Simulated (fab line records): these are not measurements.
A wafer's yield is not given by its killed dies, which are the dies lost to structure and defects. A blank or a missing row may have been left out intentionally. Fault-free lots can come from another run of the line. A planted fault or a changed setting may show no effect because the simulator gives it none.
A struck lot beside a sound one + flow sky130 + 28 steps out of a route of 708
Sound: these wafers, L697.1, L697.3, L697.5. Wafers struck: L703.1, L703.4, L703.5. Last of all comes the cause.
Each step with rows lists, per side, the tool, then ch with its chambers, then its first start. Under that, the readings that differ: sound wafers + struck wafers + difference of the means + sigmas: that difference in standard deviations of wafers without a fault.
alike: words and numbers the same on both sides, and readings whose means are apart by under 2 such deviations; not compared: readings that were withheld, readings missing a value for some wafer, numbers with overlapping values and no deviation given by the record, and bounds like >300 which may hide the same value.
Wherever a step has rows on one side only, a row that says differs or no value, or a row with sigmas, the two part there. Numbers that have no deviation but don't overlap get no sigmas and don't part them. A reading missing from all wafers of one side parts the sides only when that side holds two or more wafers.

first, 5 steps without rows for these wafers: SKY_SONOS_ONO_COAT_08 (resist thk 1140 nm); SKY_SONOS_ONO_SOFTBAKE_09 (time 60 s); SKY_SONOS_ONO_EXPOSE_10 (exposes mask ONOM, target cd 410 nm); SKY_SONOS_ONO_PEB_11; SKY_SONOS_ONO_DEVELOP_12 (develop time 60 s).
SKY_SONOS_ONO_CD_MEAS_13: the cd target is 410 nm.
  sound on cd sem-02 at day 14 14:11; struck on cd sem-02 at day 16 15:47
  alike: cd nm
SKY_SONOS_ONO_OVL_MEAS_14:
  sound on overlay-02 at day 14 14:19; struck on overlay-02 at day 16 15:55
  alike: SONOS_ONO_OVL
SKY_SONOS_ONO_ETCH_15: etches the open film in CHF3/O2, target depth 19.52 nm, time 7.8 s.
  sound on rie diel-04 ch 1,3, day 14 14:21; struck on rie diel-01 ch 1,3, day 16 15:57
| reading             | sound             | struck            | difference | sigmas |
|---------------------|-------------------|-------------------|------------|--------|
| O2_flow_sccm (sccm) | 5.022 5.025 5.002 | 4.962 5.012 4.983 | -0.031     | -2     |
  alike: drypump motor current A, oes product au, throttle valve pct
  not compared: rf hours counter h
then, 1 step without rows for these wafers: SKY_SONOS_ONO_WET_ETCH_16 (etches SiO2 in dHF, target depth 14 nm, time 280 s).
SKY_SONOS_ONO_STRIP_17: strips in O2/N2.
  sound on plasma asher-01 ch 0,1, day 14 14:27; struck on plasma asher-04 ch 0,1, day 16 16:03
  alike: drypump motor current A, oes product au, strip time to endpoint s
  not compared: rf hours counter h
then, 2 steps without rows for these wafers: SKY_SONOS_ONO_WET_ETCH_18 (etches Si3N4 in H3PO4, target depth 15 nm, time 172 s); SKY_GATE_OXIDE_CLEAN_00 (cleans in SC1/SC2, time 150 s).
SKY_GATE_OXIDE_OXIDATION_01: stabilise 600 s, purge 300 s, target thk 10.268 nm.
  sound on furnace-02 ch 0, day 14 15:31; struck on furnace-01 ch 0, day 16 17:43
| reading                                           | sound             | struck               | difference | sigmas |
|---------------------------------------------------|-------------------|----------------------|------------|--------|
| ox time s (s)                                     | 1473 1473 1473    | 1178.4 1178.4 1178.4 | -294.6     |        |
| model.SiO2_of_GATE_OXIDE_OXIDATION_01.thk nm (nm) | 10.13 9.859 10.07 | 8.84 8.767 8.656     | -1.27      |        |
  alike: spike tc upper C, tube_center_temp_C_max, zone power bottom pct, zone power top pct
SKY_GATE_OXIDE_THK_MEAS_02:
  sound on film metro-04 at day 14 16:56; struck on film metro-03 at day 16 19:20
| reading                          | sound            | struck         | difference | sigmas |
|----------------------------------|------------------|----------------|------------|--------|
| GATE_OXIDE_OXIDATION_00_THK (nm) | 10.14 9.84 10.07 | 8.86 8.72 8.69 | -1.26      | -6     |
  not compared: hold
then, 6 steps without rows for these wafers: SKY_GATE_OXIDE_HMDS_04 (prime time 60 s); SKY_GATE_OXIDE_COAT_05 (resist thk 1140 nm); SKY_GATE_OXIDE_SOFTBAKE_06 (time 60 s); SKY_GATE_OXIDE_EXPOSE_07 (exposes mask LVOM, target cd 600 nm); SKY_GATE_OXIDE_PEB_08; SKY_GATE_OXIDE_DEVELOP_09 (develop time 60 s).
SKY_GATE_OXIDE_OVL_MEAS_10:
  sound on overlay-01 at day 15 20:05; struck on overlay-02 at day 17 23:53
  alike: GATE_OXIDE_OVL
then, 2 steps without rows for these wafers: SKY_GATE_OXIDE_IMPLANT_11; SKY_GATE_OXIDE_WET_ETCH_12 (etches SiO2 in dHF, target depth 16.8 nm, time 336 s).
SKY_GATE_OXIDE_STRIP_13: strips in O2/N2.
  sound on plasma asher-03 ch 0,1, day 15 20:23; struck on plasma asher-04 ch 0,1, day 18 00:11
  alike: drypump motor current A, oes product au, strip time to endpoint s
  not compared: rf hours counter h
SKY_GATE_OXIDE_TW_MEAS_14:
  sound on film metro-04 at day 15 20:29; struck on film metro-01 at day 18 00:31
  alike: GATE_OXIDE_TW
  not compared: hold
SKY_GATE_OXIDE_OXIDATION_16: stabilise 600 s, purge 300 s, target thk 3.57 nm.
  sound on furnace-01 ch 0, day 15 23:16; struck on furnace-01 ch 0, day 18 05:57
| reading                                           | sound             | struck            | difference | sigmas |
|---------------------------------------------------|-------------------|-------------------|------------|--------|
| model.SiO2_of_GATE_OXIDE_OXIDATION_01.thk nm (nm) | 11.45 11.22 11.43 | 10.28 10.18 10.11 | -1.18      |        |
  alike: ox time s, spike tc upper C, tube_center_temp_C_max, zone power bottom pct, zone power top pct
then, 1 step without rows for these wafers: SKY_POLY_GATE_CVD_00 (deposits poly-Si, target thk 180 nm, time 720 s).
-- record jumps: 31 days separate the struck wafers' starts on either side; left off in module POLY_GATE, taken up again in module PAD_OPEN, whose first shown step is the route's number 708 --
SKY_PAD_OPEN_PROBE_99:
  sound on prober-02 at day 47 10:26; struck on prober-02 at day 48 18:42
| reading                                | sound                       | struck                        | difference | sigmas |
|----------------------------------------|-----------------------------|-------------------------------|------------|--------|
| model.etest.nfet_16v.r on ohm um       | 1.425e+04 1.41e+04 1.42e+04 | 1.328e+04 1.328e+04 1.324e+04 | -9.167e+02 |        |
| model.etest.pfet g5v0d10v5.r on ohm um | 4671 4632 4638              | 4515 4420 4439                | -189       |        |
| model.etest.tip sonos.rs ohm sq        | 2633 2547 2622              | 2420 2422 2408                | -184       |        |
| model.etest.nfet g5v0d10v5.r on ohm um | 1882 1845 1869              | 1772 1741 1754                | -110       |        |
| model.etest.nfet g5v0d10v5.drive ua um | 616.9 629.1 614.6           | 680.7 685.4 686.5             | +64.0      |        |
| model.etest.nfet_05v0_nvt.drive ua um  | 581.1 593.9 584.6           | 639.4 647.2 648.2             | +58.4      |        |
| model.etest.pfet g5v0d10v5.drive ua um | 349.4 357.6 353.6           | 370.4 374.8 376.1             | +20.2      |        |
  alike: killed_at_M0_to_M3, killed_at_M4_up, killed at contacts, killed at front end, killed at other, killed dies, killed open, killed short
  not compared: model.etest.pfet_16v.r on ohm um

== WHERE THEY PART ==
Earliest at SKY_SONOS_ONO_ETCH_15; latest, in this record, at SKY_GATE_OXIDE_THK_MEAS_02. Later steps at which nothing parts them and some readings are alike: SKY_GATE_OXIDE_OVL_MEAS_10, SKY_GATE_OXIDE_STRIP_13, SKY_GATE_OXIDE_TW_MEAS_14, SKY_GATE_OXIDE_OXIDATION_16, SKY_PAD_OPEN_PROBE_99.

WHY: whatever the simulator had introduced
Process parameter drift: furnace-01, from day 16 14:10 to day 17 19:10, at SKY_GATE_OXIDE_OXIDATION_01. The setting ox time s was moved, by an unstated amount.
